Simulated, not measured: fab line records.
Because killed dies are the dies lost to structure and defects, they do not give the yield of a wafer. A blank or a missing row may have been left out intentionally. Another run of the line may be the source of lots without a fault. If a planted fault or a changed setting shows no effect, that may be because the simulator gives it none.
What tool caused it?    flow gf180mcu    14 lots with 42 wafers sampled at 2 steps, on a route of 602 steps

## WHAT THE GAUGES READ, wafer by wafer
GF_NSD_TW_MEAS_12. Usual: NSD_TW typically reads 4236, with standard deviation 38.
lot   measured      on            NSD_TW          flag
L574  day 13 09:14  filmMetro-02  4230 4251 4248  
L576  day 13 19:03  filmMetro-03  4276 4255 4247  
L577  day 14 07:59  filmMetro-03  4255 4244 4248  
L578  day 14 14:59  filmMetro-04  4152 4167 4192  
L580  day 15 14:10  filmMetro-03  4236 4268 4241  
L581  day 15 21:02  filmMetro-04  4173 4192 4171  
L583  day 16 13:22  filmMetro-03  4215 4205 4234  
L584  day 16 18:11  filmMetro-04  4179 4179 4158  
L588  day 18 03:02  filmMetro-03  4246 4252 4275  
L589  day 18 07:49  filmMetro-02  4285 4295 4275  
L590  day 18 13:28  filmMetro-04  4237 4231 4250  
L592  day 19 05:38  filmMetro-04  4206 4187 4174  
L595  day 20 05:14  filmMetro-03  4279 4254 4260  
L596  day 20 14:16  filmMetro-03  4274 4247 4262  

GF_SAB_OVL_MEAS_10. Usual: SAB_OVL typically reads 0.6 nm, with standard deviation 1.4.
lot   measured      on          SAB_OVL (nm)   flag
L574  day 15 01:48  overlay-02  0.9 0.8 0.3    
L576  day 15 12:51  overlay-02  1.1 1.8 1.6    
L577  day 16 02:13  overlay-02  3.0 2.5 2.7    
L578  day 16 10:09  overlay-01  0.8 0.4 0.4    
L580  day 17 09:35  overlay-01  1.0 -0.3 1.0   
L581  day 17 17:16  overlay-01  1.8 -0.4 0.2   
L583  day 18 11:08  overlay-02  1.1 2.1 1.8    
L584  day 18 17:19  overlay-02  1.2 -0.3 -1.1  
L588  day 20 05:40  overlay-02  2.7 1.4 1.0    
L589  day 20 09:42  overlay-02  -1.5 0.0 -1.2  
L590  day 20 15:42  overlay-01  -0.2 0.3 -0.6  
L592  day 21 08:41  overlay-01  0.4 0.9 -0.3   
L595  day 22 05:53  overlay-01  1.4 -0.9 0.0   
L596  day 22 15:19  overlay-02  1.9 -0.4 1.3   

## WHICH TOOL RAN EACH LOT (tool, then ch and the chambers of the sampled wafers, then the start)
No process step before these readings appears in the record.

## AS READ BY THE TOOLS THEMSELVES (means over the sampled wafers that have a number; for cases with no such wafer, the mark the record gives instead)
The record holds no such reading with a usual standard deviation.

## THE ANSWER, worked out from the rows above alone
Rule: a lot counts as off when the mean over its wafers that have a number is more than 3 standard deviations away from the usual mean. Also off: a lot with no number at a reading for which 4 or more lots have one. Any other lot the step has rows for is counted as sound. The gauges are gone through in route order, then the tools' own readings, and for those a lot's mean is taken as printed above. The first step at which some lot is off is used, and at that step the reading that is off furthest; a lot without a number counts as furthest.
Nothing can be told from this: no lot is off at any reading shown.

## WHAT HAD BEEN PUT IN BY THE SIMULATOR
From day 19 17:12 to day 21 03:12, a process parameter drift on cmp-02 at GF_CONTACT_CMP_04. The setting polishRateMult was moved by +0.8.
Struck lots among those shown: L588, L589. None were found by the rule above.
